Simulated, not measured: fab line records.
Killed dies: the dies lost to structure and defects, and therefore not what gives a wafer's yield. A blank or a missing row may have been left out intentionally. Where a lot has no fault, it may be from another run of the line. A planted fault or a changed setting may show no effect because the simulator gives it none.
Code-filled problem report in 8D (eight disciplines) form    flow gf180mcu    the parts of the form that need people (team, actions taken, sign-off) are left out

1. THE ISSUE
GF_MIM_STRIP_20, strip_time_to_endpoint_s: mean 12.46 s over 1 wafer from 1 lot; wafers with no fault: 11.22 s, standard deviation 0.051. Relative to the usual mean, that is a shift of +24 standard deviations.
The step: strips in O2/N2.
Seen first at day 29 16:20 on plasma_asher-03, wafer L373.4. Wafers with a number at this step in the record: 35, from 12 lots. Rule for "out" (also "out of limits"): further than 4 standard deviations from the usual mean. All remaining wafers that have a number are taken as sound.

2. WHAT IT IS, AND WHAT IT ISN'T
question                     is                                        is not
which readings at this step  strip_time_to_endpoint_s, oes_product_au  drypump_motor_current_A, heater_power_w
which lots                   L373                                      L362, L363, L364, L365, L366, L368, L380, L381, L382, L383, L384
which wafers of those lots   L373.4                                    L373.5
read on which tools          plasma_asher-03                           plasma_asher-02, plasma_asher-04
when                         from day 29 16:20                         up to then (19 sound wafers); but 15 sound wafers of L380, L381, L382, L383, L384 came after

3. WHAT RULES OUT EACH SUSPECT
Counting: if a tool at a process step up to the reading ran every lot that is out, it stays a suspect. Sound lots after the first of them don't rule it out here, since some wafers of a struck lot are sound.
- plasma_asher-04 at GF_V4_STRIP_18 (strips in O2/N2): kept. It ran the lot that is out, L373 (day 28 19:30).
- pvd_sputter-02 at GF_MIM_SPUTTER_09 (material TiN, target thk 35 nm, time 29.2 s): kept. It processed L373, the lot that is out, at day 28 21:04, and its most recent sound lot before then was L365 at day 26 10:48.
- litho_track-03 at GF_MIM_COAT_14 (resist thk 1000 nm): kept. It processed L373, the lot that is out, at day 29 06:15, and its most recent sound lot before then was L368 at day 27 13:46.
- plasma_asher-03 at GF_MIM_STRIP_20 (strips in O2/N2): kept. It ran the lot that is out, L373 (day 29 16:20). Out on those wafers are its own readings of oes_product_au, strip_time_to_endpoint_s.
Left after counting: plasma_asher-04 at GF_V4_STRIP_18, pvd_sputter-02 at GF_MIM_SPUTTER_09, litho_track-03 at GF_MIM_COAT_14, plasma_asher-03 at GF_MIM_STRIP_20.

4. THE CAUSE (what the simulator had put in)
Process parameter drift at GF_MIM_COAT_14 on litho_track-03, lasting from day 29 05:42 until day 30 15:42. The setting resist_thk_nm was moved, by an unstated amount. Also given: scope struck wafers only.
Counting leaves 4 suspects; this tool is one of them.

5. SEQUENCE OF EFFECTS, ordered by route
Each row: a reading where the mean over the struck wafers with a number is more than 3 standard deviations away from the usual. Scope: only readings with a usual standard deviation given in the record; hours: median across lots of the time from each lot's start at the first step in this table that gives one to its start at this step; sigmas: change in usual standard deviations.
hours  step             reading                   usual       on struck wafers  change  sigmas
0      GF_MIM_STRIP_20  oes_product_au            0.691 a.u.  0.710             +0.019  +4.2
0      GF_MIM_STRIP_20  strip_time_to_endpoint_s  11.22 s     12.46             +1.24   +24
It contains these process steps:
- GF_MIM_STRIP_20: strips in O2/N2.

6. WHAT WOULD HAVE CAUGHT IT SOONER
In this record the first reading out of limits was taken at day 29 16:20, 11 hours after the fault began at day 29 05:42.
No tool reading at GF_MIM_COAT_14 that has a usual standard deviation in the record was out on any struck wafer, so an alarm limit of 4 standard deviations on those readings would not have fired.
All the lots that are out (1) had begun GF_MIM_COAT_14 on litho_track-03 by day 29 16:20. A hold on the tool at that time would have spared none of them.
